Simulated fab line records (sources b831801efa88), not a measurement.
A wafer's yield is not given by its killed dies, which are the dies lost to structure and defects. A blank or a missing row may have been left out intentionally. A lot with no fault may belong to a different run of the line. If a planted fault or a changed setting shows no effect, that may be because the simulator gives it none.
Which of the tools did it? || flow sky130 || Sampling: 12 lots, 36 wafers, 5 of 708 route steps

WHAT THE GAUGES SHOWED, per wafer
SKY_VIA1_OVL_MEAS_13.
{"lot": "L771", "measured": "day 34 14:40", "on": "overlay-02", "VIA1_OVL (nm)": "0 4 -5"}
{"lot": "L772", "measured": "day 34 14:49", "on": "overlay-01", "VIA1_OVL (nm)": "1 -2 -6"}
{"lot": "L773", "measured": "day 34 17:49", "on": "overlay-02", "VIA1_OVL (nm)": "2 3 -2"}
{"lot": "L775", "measured": "day 35 14:37", "on": "overlay-02", "VIA1_OVL (nm)": "-7 -5 -10"}
{"lot": "L780", "measured": "day 36 23:40", "on": "overlay-01", "VIA1_OVL (nm)": "-5 -3 1"}
{"lot": "L784", "measured": "day 37 19:09", "on": "overlay-02", "VIA1_OVL (nm)": "-1 -6 -8"}
{"lot": "L783", "measured": "day 37 20:40", "on": "overlay-02", "VIA1_OVL (nm)": "-8 2 -4"}
{"lot": "L790", "measured": "day 39 22:29", "on": "overlay-02", "VIA1_OVL (nm)": "-3 5 -1"}
{"lot": "L791", "measured": "day 40 00:18", "on": "overlay-01", "VIA1_OVL (nm)": "6 2 2"}
{"lot": "L792", "measured": "day 40 14:16", "on": "overlay-02", "VIA1_OVL (nm)": "1 2 2"}
{"lot": "L793", "measured": "day 40 17:08", "on": "overlay-02", "VIA1_OVL (nm)": "7 6 6"}
{"lot": "L794", "measured": "day 40 17:49", "on": "overlay-02", "VIA1_OVL (nm)": "6 4 4"}

SKY_METAL2_CD_MEAS_15 targets a cd of 140 nm.
{"lot": "L771", "measured": "day 35 17:40", "on": "cd_sem-01", "cd_nm (nm)": "139.5 140.1 141.4"}
{"lot": "L772", "measured": "day 35 18:39", "on": "cd_sem-01", "cd_nm (nm)": "140.2 140.2 139.5"}
{"lot": "L773", "measured": "day 35 20:10", "on": "cd_sem-01", "cd_nm (nm)": "139.6 139.2 140.6"}
{"lot": "L775", "measured": "day 36 18:05", "on": "cd_sem-01", "cd_nm (nm)": "143.1 143.1 143.1"}
{"lot": "L780", "measured": "day 38 02:25", "on": "cd_sem-01", "cd_nm (nm)": "140.0 140.9 142.4"}
{"lot": "L784", "measured": "day 38 22:05", "on": "cd_sem-02", "cd_nm (nm)": "142.4 141.7 140.8"}
{"lot": "L783", "measured": "day 38 23:28", "on": "cd_sem-02", "cd_nm (nm)": "140.4 138.5 140.5"}
{"lot": "L790", "measured": "day 41 00:07", "on": "cd_sem-02", "cd_nm (nm)": "142.2 141.5 141.2"}
{"lot": "L791", "measured": "day 41 01:12", "on": "cd_sem-02", "cd_nm (nm)": "138.3 138.1 140.7"}
{"lot": "L792", "measured": "day 41 15:47", "on": "cd_sem-01", "cd_nm (nm)": "138.9 138.6 139.3"}
{"lot": "L793", "measured": "day 41 18:45", "on": "cd_sem-01", "cd_nm (nm)": "145.5 145.1 146.7"}
{"lot": "L794", "measured": "day 41 19:23", "on": "cd_sem-01", "cd_nm (nm)": "140.6 140.4 141.8"}

SKY_VIA2_THK_MEAS_01.
{"lot": "L771", "measured": "day 35 18:55", "on": "film_metro-04", "VIA2_HDPCVD_THK (nm)": "1198 1207 1192"}
{"lot": "L772", "measured": "day 35 19:43", "on": "film_metro-02", "VIA2_HDPCVD_THK (nm)": "1199 1178 1195"}
{"lot": "L773", "measured": "day 35 21:28", "on": "film_metro-04", "VIA2_HDPCVD_THK (nm)": "1197 1163 1169"}
{"lot": "L775", "measured": "day 36 19:08", "on": "film_metro-04", "VIA2_HDPCVD_THK (nm)": "1160 1178 1180"}
{"lot": "L780", "measured": "day 38 03:26", "on": "film_metro-02", "VIA2_HDPCVD_THK (nm)": "1074 1197 1168"}
{"lot": "L784", "measured": "day 38 23:19", "on": "film_metro-04", "VIA2_HDPCVD_THK (nm)": "1168 1188 1177"}
{"lot": "L783", "measured": "day 39 00:29", "on": "film_metro-03", "VIA2_HDPCVD_THK (nm)": "1097 1178 1155"}
{"lot": "L790", "measured": "day 41 01:20", "on": "film_metro-04", "VIA2_HDPCVD_THK (nm)": "1151 1151 1174"}
{"lot": "L791", "measured": "day 41 02:16", "on": "film_metro-03", "VIA2_HDPCVD_THK (nm)": "1180 1156 1180"}
{"lot": "L792", "measured": "day 41 16:53", "on": "film_metro-03", "VIA2_HDPCVD_THK (nm)": "1144 1182 1164"}
{"lot": "L793", "measured": "day 41 22:43", "on": "film_metro-03", "VIA2_HDPCVD_THK (nm)": "1157 1145 1150"}
{"lot": "L794", "measured": "day 41 23:11", "on": "film_metro-03", "VIA2_HDPCVD_THK (nm)": "1180 1169 1185"}

SKY_VIA2_CD_MEAS_12 targets a cd of 200 nm.
{"lot": "L771", "measured": "day 36 21:18", "on": "cd_sem-02", "cd_nm (nm)": "199.8 199.0 198.3"}
{"lot": "L772", "measured": "day 36 22:12", "on": "cd_sem-01", "cd_nm (nm)": "200.9 201.7 202.6"}
{"lot": "L773", "measured": "day 36 23:58", "on": "cd_sem-02", "cd_nm (nm)": "199.3 199.8 199.9"}
{"lot": "L775", "measured": "day 37 21:48", "on": "cd_sem-01", "cd_nm (nm)": "200.3 198.2 197.8"}
{"lot": "L780", "measured": "day 39 04:55", "on": "cd_sem-01", "cd_nm (nm)": "199.3 199.8 198.5"}
{"lot": "L784", "measured": "day 40 00:35", "on": "cd_sem-01", "cd_nm (nm)": "196.5 197.0 197.7"}
{"lot": "L783", "measured": "day 40 02:31", "on": "cd_sem-01", "cd_nm (nm)": "200.0 200.1 200.7"}
{"lot": "L790", "measured": "day 42 01:26", "on": "cd_sem-01", "cd_nm (nm)": "201.5 200.3 201.3"}
{"lot": "L791", "measured": "day 42 02:54", "on": "cd_sem-01", "cd_nm (nm)": "200.0 201.8 201.0"}
{"lot": "L792", "measured": "day 42 16:33", "on": "cd_sem-02", "cd_nm (nm)": "200.8 199.4 199.8"}
{"lot": "L793", "measured": "day 42 21:34", "on": "cd_sem-01", "cd_nm (nm)": "201.5 200.6 201.9"}
{"lot": "L794", "measured": "day 42 21:54", "on": "cd_sem-01", "cd_nm (nm)": "196.6 196.4 198.1"}

WHAT TOOL EACH LOT RAN ON (gives the tool, then ch and the chambers of the sampled wafers, and finally the start)
{"lot": "L771", "SKY_VIA2_HDPCVD_00": "hdpcvd-02 ch 0,2, day 35 18:46"}
{"lot": "L772", "SKY_VIA2_HDPCVD_00": "hdpcvd-02 ch 0,1,2, day 35 19:35"}
{"lot": "L773", "SKY_VIA2_HDPCVD_00": "hdpcvd-01 ch 1,2, day 35 21:20"}
{"lot": "L775", "SKY_VIA2_HDPCVD_00": "hdpcvd-01 ch 0,1, day 36 19:01"}
{"lot": "L780", "SKY_VIA2_HDPCVD_00": "hdpcvd-01 ch 0,1,2, day 38 03:21"}
{"lot": "L784", "SKY_VIA2_HDPCVD_00": "hdpcvd-02 ch 1,2, day 38 23:11"}
{"lot": "L783", "SKY_VIA2_HDPCVD_00": "hdpcvd-01 ch 0,1,2, day 39 00:23"}
{"lot": "L790", "SKY_VIA2_HDPCVD_00": "hdpcvd-01 ch 0,2, day 41 01:11"}
{"lot": "L791", "SKY_VIA2_HDPCVD_00": "hdpcvd-01 ch 0,1,2, day 41 02:08"}
{"lot": "L792", "SKY_VIA2_HDPCVD_00": "hdpcvd-01 ch 0,1, day 41 16:46"}
{"lot": "L793", "SKY_VIA2_HDPCVD_00": "hdpcvd-01 ch 1,2, day 41 22:35"}
{"lot": "L794", "SKY_VIA2_HDPCVD_00": "hdpcvd-01 ch 0,2, day 41 23:04"}
- SKY_VIA2_HDPCVD_00: deposits SiO2, target thk 1180 nm, time 196.7 s.

WHAT THE TOOLS THEMSELVES READ (means of the sampled wafers that have a number; where no wafer has one, the mark that the record gives instead)
SKY_VIA2_HDPCVD_00.
{"lot": "L771", "tool": "hdpcvd-02", "pressure_mtorr (mTorr)": 5.997, "run_length_s (s)": 224.0}
{"lot": "L772", "tool": "hdpcvd-02", "pressure_mtorr (mTorr)": 6.020, "run_length_s (s)": 224.4}
{"lot": "L773", "tool": "hdpcvd-01", "pressure_mtorr (mTorr)": 6.010, "run_length_s (s)": 223.9}
{"lot": "L775", "tool": "hdpcvd-01", "pressure_mtorr (mTorr)": 5.999, "run_length_s (s)": 224.5}
{"lot": "L780", "tool": "hdpcvd-01", "pressure_mtorr (mTorr)": 6.004, "run_length_s (s)": 219.0}
{"lot": "L784", "tool": "hdpcvd-02", "pressure_mtorr (mTorr)": 6.000, "run_length_s (s)": 224.4}
{"lot": "L783", "tool": "hdpcvd-01", "pressure_mtorr (mTorr)": 5.996, "run_length_s (s)": 218.9}
{"lot": "L790", "tool": "hdpcvd-01", "pressure_mtorr (mTorr)": 5.996, "run_length_s (s)": 224.8}
{"lot": "L791", "tool": "hdpcvd-01", "pressure_mtorr (mTorr)": 6.001, "run_length_s (s)": 223.9}
{"lot": "L792", "tool": "hdpcvd-01", "pressure_mtorr (mTorr)": 5.998, "run_length_s (s)": 224.3}
{"lot": "L793", "tool": "hdpcvd-01", "pressure_mtorr (mTorr)": 5.992, "run_length_s (s)": 223.9}
{"lot": "L794", "tool": "hdpcvd-01", "pressure_mtorr (mTorr)": 5.994, "run_length_s (s)": 224.5}

THE ANSWER, worked out from the rows above alone
Rule: what is usual is taken from the lots themselves. The widest of any qualifying gaps counts: lots, ordered by their means at a reading, are off when they make up no more than a third of the lots, leave a main group of 4 or more, and stand apart from it by 3 or more times the standard deviation of that group's means. The tables above print the reading to a certain number of digits; a main group whose means all agree to those digits is not used. A lot without any number at a reading at which 4 lots or more have one is off too. The other lots that the step has rows for count as sound. After the gauges, taken in route order, come the tools' own readings; for these a lot's mean is taken, as printed above. The first step at which some lot is off is used, and at that step the reading that is off furthest; a lot without a number counts as furthest.
Off at SKY_VIA2_HDPCVD_00 (run_length_s): L780, L783. The main group: mean 224.3 s, standard deviation 0.3.
A tool fits if, at that step or a process step before it, it ran every lot that is off, and no sound lot after the first of them. None of those tried fits.

WHAT THE SIMULATOR HAD INSERTED
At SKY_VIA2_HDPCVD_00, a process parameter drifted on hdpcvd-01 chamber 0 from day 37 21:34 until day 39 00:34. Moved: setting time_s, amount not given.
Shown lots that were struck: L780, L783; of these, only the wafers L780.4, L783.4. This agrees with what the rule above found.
